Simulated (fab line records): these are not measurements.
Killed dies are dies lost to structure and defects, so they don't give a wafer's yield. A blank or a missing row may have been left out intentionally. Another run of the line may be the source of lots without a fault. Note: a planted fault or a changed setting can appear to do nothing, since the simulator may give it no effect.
fab line records	flow sky130
[record] lots = 12	wafers = 36	last_day = 50
route steps=708 shown VIA3@575 METAL4@598 CAP2M@604 PAD_OPEN@708
lots untouched by any fault: they come from a run of this same line in which no faults occurred
start_h: start of the lot's first displayed wafer, in hours after the record's first day	wait_h: hours elapsed since this lot's preceding step	" as in the row above	L1.1+2: a row that stands for several wafers	- no value, or no start was given	* or withheld: withheld	< > ~ a bound
route shown NAME@n: a module of which the file shows steps, and the number in the route of the first	usual: the fault-free wafers' mean and standard deviation	same: alike in all rows	chamber/n: place in a boat	sites: the reading at each site	_std_site: how widely they spread, as a standard deviation	_edge_site: the outer-site mean with the inner-site mean subtracted	radius_mm: how far each site lies from the wafer's centre	mask NAME#n: copy n	behind: the last tool/chamber to shape the wafer	hold: the reason the lot was held/the length of the hold in hours/how it ended	device: the transistor (n, p or np) that didn't switch	end of line: at the end of the route, the tests of the same wafers	a step without rows: its recipe alone	killed: dies lost to structure and defects at the first sort, not the wafer's yield	map: dies across one wafer; x = killed, . = not, _ = none there
set.NAME: the setting that was run; set.NAME@STEP: the one run at that earlier step	model.NAME: the simulator's own value behind a step, which no gauge read
one table for each step of the route and one row for each wafer, over a sample of lots
services: from which hour (start_h, from the record's first day; less than 0 if before it) a tool's chamber was out of use, for how many hours, and why
[[steps]]
[step SKY_VIA3_CMP_02]
[recipe] material = SiO2	down_force_psi = 4	platen_rpm = 60	pad_velocity_m_s = 0.94248
[usual] motor_current_A = 12.3/1.1
lot.wafer	tool	chamber	start_h	wait_h	motor_current_A
L313.3	cmp-01	2	914.57	0.0	12.2
L313.1	"	3	"	"	12.4
L313.5	"	3	"	"	12.3
L312.4	cmp-01	1	915.06	0.0	12.1
L312.2	"	2	"	"	12.8
L312.1	"	3	"	"	12.1
L314.1	cmp-01	0	924.09	0.1	12.2
L314.2	"	2	"	"	12.4
L314.6	"	0	"	"	11.9
L319.1	cmp-02	2	968.64	0.1	13.0
L319.4	"	3	"	"	12.6
L319.5	"	0	"	"	13.4
L324.1	cmp-02	2	1011.87	0.1	13.3
L324.3	"	3	"	"	12.8
L324.5	"	2	"	"	13.3
L325.2	cmp-01	0	1023.95	0.1	12.0
L325.6	"	3	"	"	12.0
L325.5	"	0	"	"	11.8
L326.2	cmp-01	3	1026.12	0.2	12.5
L326.1	"	0	"	"	11.9
L326.6	"	1	"	"	12.3
L328.4	cmp-02	3	1031.99	0.0	12.7
L328.3	"	2	"	"	12.4
L328.5	"	0	"	"	13.8
L327.4	cmp-02	2	1034.88	0.0	13.6
L327.2	"	3	"	"	12.5
L327.1	"	0	"	"	13.2
L332.3	cmp-01	0	1047.22	0.1	12.4
L332.2	"	1	"	"	12.9
L332.5	"	3	"	"	12.7
L333.2	cmp-01	1	1057.43	0.1	12.8
L333.3	"	2	"	"	13.1
L333.5	"	0	"	"	12.1
L335.1	cmp-02	3	1062.10	0.1	12.6
L335.4	"	1	"	"	10.0
L335.5	"	0	"	"	12.6
[step SKY_VIA3_ETCH_14]
[recipe] chemistry = N2/H2	target = BARC	ion_energy_ev = 200	source_w = 500	bias_w = 100	pressure_mtorr = 30	n2_flow_sccm = 100	h2_flow_sccm = 200	stop_on = SiO2	time_s = 45.9	target_depth_a = 600
[usual] drypump_motor_current_A = 5.8/0.41	oes_product_au = 0.854/0.0046	throttle_valve_pct = 13.225/0.0097
[same] time_s = 45.9
lot.wafer	tool	chamber	start_h	wait_h	drypump_motor_current_A	oes_product_au	rf_hours_counter_h	throttle_valve_pct
L313.1	rie_diel-02	1	939.45	0.0	6.2	0.855	13	13.234
L313.3	"	0	"	"	5.3	0.851	4	13.220
L313.5	"	2	"	"	6.1	0.857	-	13.229
L312.1	rie_diel-03	3	940.52	0.0	5.9	0.851	12	13.217
L312.2	"	0	"	"	5.3	0.857	11	13.219
L312.4	"	1	"	"	5.1	0.859	16	13.227
L314.1	rie_diel-01	3	949.07	0.0	6.2	0.852	7	13.222
L314.2	"	0	"	"	5.4	0.861	13	13.233
L314.6	"	3	"	"	6.2	0.861	-	13.208
L319.1	rie_diel-02	0	992.37	0.0	5.4	0.860	6	13.238
L319.4	"	3	"	"	6.2	0.852	22	13.224
L319.5	"	0	"	"	5.3	0.859	-	13.229
L324.1	rie_diel-02	2	1035.07	0.0	6.1	0.856	16	13.234
L324.3	"	1	"	"	6.2	0.860	16	13.218
L324.5	"	0	"	"	5.4	0.853	-	13.222
L325.2	rie_diel-02	2	1047.15	0.0	6.1	0.852	16	13.219
L325.5	"	3	"	"	6.2	0.858	-	13.223
L325.6	"	2	"	"	6.1	0.847	-	13.226
L326.1	rie_diel-01	2	1049.42	0.0	5.8	0.857	18	13.205
L326.2	"	0	"	"	5.4	0.856	17	13.220
L326.6	"	1	"	"	6.3	0.855	-	13.220
L328.3	rie_diel-02	0	1054.98	0.0	5.3	0.854	8	13.237
L328.4	"	3	"	"	6.2	0.845	24	13.215
L328.5	"	0	"	"	5.3	0.850	-	13.227
L327.1	rie_diel-03	2	1057.73	0.0	5.8	0.861	12	13.221
L327.2	"	3	"	"	5.8	0.848	16	13.224
L327.4	"	1	"	"	5.1	0.850	21	13.232
L332.2	rie_diel-03	3	1068.70	0.0	5.8	0.859	16	13.235
L332.3	"	1	"	"	5.1	0.848	21	13.226
L332.5	"	3	"	"	5.8	0.849	-	13.210
L333.2	rie_diel-01	2	1078.90	0.0	5.8	0.846	19	13.236
L333.3	"	0	"	"	5.4	0.848	17	13.249
L333.5	"	1	"	"	6.3	0.849	-	13.212
L335.1	rie_diel-03	0	1084.12	0.0	5.2	0.860	16	13.221
L335.4	"	0	"	"	5.2	0.851	-	13.231
L335.5	"	1	"	"	5.1	0.857	-	13.228
[step SKY_VIA3_ETCH_15]
[recipe] target = SiO2	chemistry = C4F8/O2/Ar	target_depth_nm = 507	stop_on = TiN	mask_material = KrF-thick	source_w = 1500	bias_w = 1200	pressure_mtorr = 40	c4f8_flow_sccm = withheld	O2_flow_sccm = 6	Ar_flow_sccm = 300	time_s = 78
[usual] oes_product_au = 0.946/0.0048
[same] time_s = 78
lot.wafer	tool	chamber	start_h	wait_h	oes_product_au
L313.1	rie_diel-02	1	939.49	0.0	0.948
L313.3	"	0	"	"	0.954
L313.5	"	2	"	"	0.942
L312.1	rie_diel-03	3	940.56	0.0	0.942
L312.2	"	0	"	"	0.943
L312.4	"	1	"	"	0.940
L314.1	rie_diel-01	3	949.11	0.0	0.989
L314.2	"	0	"	"	0.944
L314.6	"	3	"	"	0.997
L319.1	rie_diel-02	0	992.41	0.0	0.947
L319.4	"	3	"	"	0.952
L319.5	"	0	"	"	0.952
L324.1	rie_diel-02	2	1035.11	0.0	0.946
L324.3	"	1	"	"	0.947
L324.5	"	0	"	"	0.946
L325.2	rie_diel-02	2	1047.19	0.0	0.944
L325.5	"	3	"	"	0.952
L325.6	"	2	"	"	0.940
L326.1	rie_diel-01	2	1049.46	0.0	0.949
L326.2	"	0	"	"	0.931
L326.6	"	1	"	"	0.945
L328.3	rie_diel-02	0	1055.02	0.0	0.942
L328.4	"	3	"	"	0.948
L328.5	"	0	"	"	0.949
L327.1	rie_diel-03	2	1057.77	0.0	0.956
L327.2	"	3	"	"	0.945
L327.4	"	1	"	"	0.949
L332.2	rie_diel-03	3	1068.74	0.0	0.946
L332.3	"	1	"	"	0.945
L332.5	"	3	"	"	0.951
L333.2	rie_diel-01	2	1078.94	0.0	0.946
L333.3	"	0	"	"	0.945
L333.5	"	1	"	"	0.944
L335.1	rie_diel-03	0	1084.16	0.0	0.938
L335.4	"	0	"	"	0.952
L335.5	"	1	"	"	0.943
[step SKY_METAL4_SPUTTER_00]
[recipe] material = Ti	target_thk_nm = 15	power_w = 3000	time_s = 10	chamber_pressure_pa = 0.4
[usual] throttle_valve_pct = 30.0/0.9
[same] time_s = 10
lot.wafer	tool	chamber	start_h	wait_h	throttle_valve_pct
L313.1	pvd_sputter-03	-	940.81	0.2	31.0
L313.3	"	-	"	"	29.5
L313.5	"	-	"	"	29.1
L312.1	pvd_sputter-01	-	942.07	0.1	28.7
L312.2	"	-	"	"	29.7
L312.4	"	-	"	"	29.6
L314.1	pvd_sputter-03	-	950.76	0.1	29.2
L314.2	"	-	"	"	29.7
L314.6	"	-	"	"	28.8
L319.1	pvd_sputter-04	-	993.72	0.1	31.3
L319.4	"	-	"	"	30.6
L319.5	"	-	"	"	31.0
L324.1	pvd_sputter-03	-	1036.46	0.1	28.9
L324.3	"	-	"	"	29.6
L324.5	"	-	"	"	31.1
L325.2	pvd_sputter-01	-	1048.55	0.1	30.5
L325.5	"	-	"	"	29.7
L325.6	"	-	"	"	28.9
L326.1	pvd_sputter-01	-	1050.78	0.2	29.6
L326.2	"	-	"	"	29.6
L326.6	"	-	"	"	29.6
L328.3	pvd_sputter-01	-	1056.35	0.2	30.9
L328.4	"	-	"	"	29.9
L328.5	"	-	"	"	28.5
L327.1	pvd_sputter-04	-	1059.13	0.1	31.3
L327.2	"	-	"	"	31.0
L327.4	"	-	"	"	30.2
L332.2	pvd_sputter-04	-	1070.10	0.2	31.3
L332.3	"	-	"	"	30.9
L332.5	"	-	"	"	30.8
L333.2	pvd_sputter-03	-	1080.27	0.1	29.3
L333.3	"	-	"	"	28.3
L333.5	"	-	"	"	28.7
L335.1	pvd_sputter-03	-	1086.67	0.1	31.0
L335.4	"	-	"	"	29.1
L335.5	"	-	"	"	29.3
[step SKY_CAP2M_THK_MEAS_01]
[recipe] reads = SiO2_of_CAP2M_CVD_00
[usual] CAP2M_CVD_00_THK = 15.60/0.19
lot.wafer	tool	chamber	start_h	wait_h	CAP2M_CVD_00_THK[nm]
L313.1	film_metro-03	-	940.98	-	15.74
L313.3	"	-	"	"	15.78
L313.5	"	-	"	"	15.92
L312.1	film_metro-04	-	942.24	-	15.35
L312.2	"	-	"	"	15.26
L312.4	"	-	"	"	15.64
L314.1	film_metro-02	-	950.94	-	15.33
L314.2	"	-	"	"	15.54
L314.6	"	-	"	"	15.61
L319.1	film_metro-03	-	993.90	-	15.23
L319.4	"	-	"	"	15.56
L319.5	"	-	"	"	15.62
L324.1	film_metro-04	-	1036.64	-	15.50
L324.3	"	-	"	"	15.40
L324.5	"	-	"	"	15.94
L325.2	film_metro-02	-	1048.73	-	15.42
L325.5	"	-	"	"	15.77
L325.6	"	-	"	"	15.77
L326.1	film_metro-04	-	1050.95	-	15.19
L326.2	"	-	"	"	15.65
L326.6	"	-	"	"	15.89
L328.3	film_metro-03	-	1056.55	-	15.67
L328.4	"	-	"	"	15.62
L328.5	"	-	"	"	15.66
L327.1	film_metro-03	-	1059.31	-	15.44
L327.2	"	-	"	"	15.35
L327.4	"	-	"	"	15.52
L332.2	film_metro-03	-	1070.29	-	15.53
L332.3	"	-	"	"	15.35
L332.5	"	-	"	"	15.89
L333.2	film_metro-02	-	1080.46	-	15.71
L333.3	"	-	"	"	15.50
L333.5	"	-	"	"	15.55
L335.1	film_metro-02	-	1086.84	-	15.44
L335.4	"	-	"	"	15.87
L335.5	"	-	"	"	15.60
[step SKY_PAD_OPEN_PROBE_99]
[usual] defect_limited_yield = 82.1/1.8	killed_at_M0_to_M3 = 44/6.2	killed_at_M4_up = 3.3/1.8	killed_at_contacts = 25/5.8	killed_at_front_end = 15/4	killed_at_other = 0.3/0.49	killed_dies = 88/8.8	killed_open = 48/6.5	killed_short = 39/6.3
[same] gross_dies = 492	killed_at_back_side = 0
lot.wafer	tool	chamber	start_h	wait_h	defect_limited_yield[%]	killed_at_M0_to_M3	killed_at_M4_up	killed_at_contacts	killed_at_front_end	killed_at_other	killed_dies	killed_open	killed_short
L314.1	prober-02	-	1092.71	0.1	79.5	49	5	30	17	0	101	59	42
L314.2	prober-02	-	1092.76	0.1	82.5	45	4	26	11	0	86	45	41
L314.6	prober-02	-	1092.96	0.2	85.6	36	2	18	15	0	71	45	26
L325.2	prober-02	-	1176.41	0.1	83.9	48	1	14	16	0	79	33	45
L325.5	prober-02	-	1176.56	0.2	84.1	40	6	23	9	0	78	36	41
L325.6	prober-02	-	1176.61	0.2	84.1	45	2	14	17	0	78	38	38
// killed by level:class
L314.1 CONTACT:geometric_particle:open=13 VIA2:geometric_particle:open=11 VIA1:geometric_particle:open=10 POLY_GATE:geometric_particle:open=7 LI_CONTACT:geometric_particle:open=6 METAL2:geometric_particle:short=6 VIA2:geometric_particle:short=5 LI_CONTACT:geometric_particle:short=5
L314.2 VIA2:geometric_particle:open=11 VIA1:geometric_particle:open=9 LI_CONTACT:geometric_particle:open=8 VIA2:geometric_particle:short=7 LOCAL_INTERCONNECT:geometric_particle:short=6 CONTACT:geometric_particle:open=6 CONTACT:geometric_particle:short=5 POLY_GATE:geometric_particle:short=4
L314.6 VIA2:geometric_particle:open=10 CONTACT:geometric_particle:open=9 VIA1:geometric_particle:open=7 VIA3:geometric_particle:open=5 FIELD_ISO:geometric_particle:short=4 SPACER:geometric_particle:open=4 LI_CONTACT:geometric_particle:open=4 LOCAL_INTERCONNECT:geometric_particle:short=3
L325.2 METAL1:geometric_particle:short=9 VIA1:geometric_particle:short=7 VIA1:geometric_particle:open=7 METAL2:geometric_particle:short=6 FIELD_ISO:geometric_particle:short=5 LI_CONTACT:geometric_particle:open=5 VIA3:geometric_particle:open=5 VIA2:geometric_particle:open=5
L325.5 VIA1:geometric_particle:open=9 METAL1:geometric_particle:short=7 CONTACT:geometric_particle:open=6 METAL2:geometric_particle:short=6 LOCAL_INTERCONNECT:geometric_particle:short=5 LI_CONTACT:geometric_particle:short=5 VIA3:geometric_particle:open=5 CONTACT:geometric_particle:short=3
L325.6 VIA1:geometric_particle:open=12 METAL2:geometric_particle:short=8 POLY_GATE:geometric_particle:short=5 POLY_GATE:geometric_particle:open=5 VIA1:geometric_particle:short=5 LI_CONTACT:geometric_particle:open=4 VIA2:geometric_particle:open=4 CONTACT:geometric_particle:short=4
[[services]]
tool	chamber	start_h	hours	kind
rie_diel-01	-	896.34	0.9	repair
cmp-02	-	912.00	4.0	pm
rie_diel-02	-	917.93	14.6	pm
rie_diel-01	3	921.23	12.1	repair
rie_diel-03	0	930.60	1.7	repair
cmp-01	-	935.19	0.8	repair
rie_diel-02	-	938.85	0.2	repair
rie_diel-03	1	945.73	10.0	repair
rie_diel-01	3	949.73	12.9	repair
rie_diel-01	0	952.17	4.7	repair
rie_diel-03	3	963.21	5.3	repair
rie_diel-03	3	991.82	21.3	repair
rie_diel-03	2	993.41	4.7	repair
rie_diel-02	2	1007.17	10.1	repair
cmp-01	-	1008.04	2.3	repair
rie_diel-02	1	1012.88	3.3	repair
cmp-01	-	1014.07	1.4	repair
rie_diel-01	2	1020.25	3.8	repair
rie_diel-01	-	1026.76	0.1	repair
cmp-01	-	1042.95	0.6	repair
rie_diel-03	0	1064.96	16.3	repair
rie_diel-01	3	1082.75	11.8	repair
rie_diel-03	3	1084.10	5.6	repair
cmp-01	-	1084.20	4.0	pm
[[key]]
[first_sign] step = SKY_VIA3_ETCH_15	reading = oes_product_au	direction = up	sigmas = 9.7	usual = 0.946	struck = 0.993
effect none on later readings
met_at SKY_VIA3_CMP_02
struck_lots L314
struck_wafers L314.1,L314.6
not_acting_at SKY_VIA3_ETCH_14,SKY_METAL4_SPUTTER_00,SKY_CAP2M_THK_MEAS_01
[fault] kind = process_parameter_drift	tool = cmp-01	chamber = 0	onset_h = 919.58	steps = SKY_VIA3_CMP_02	channel = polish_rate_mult	offset = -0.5	shape = step	end_h = 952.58
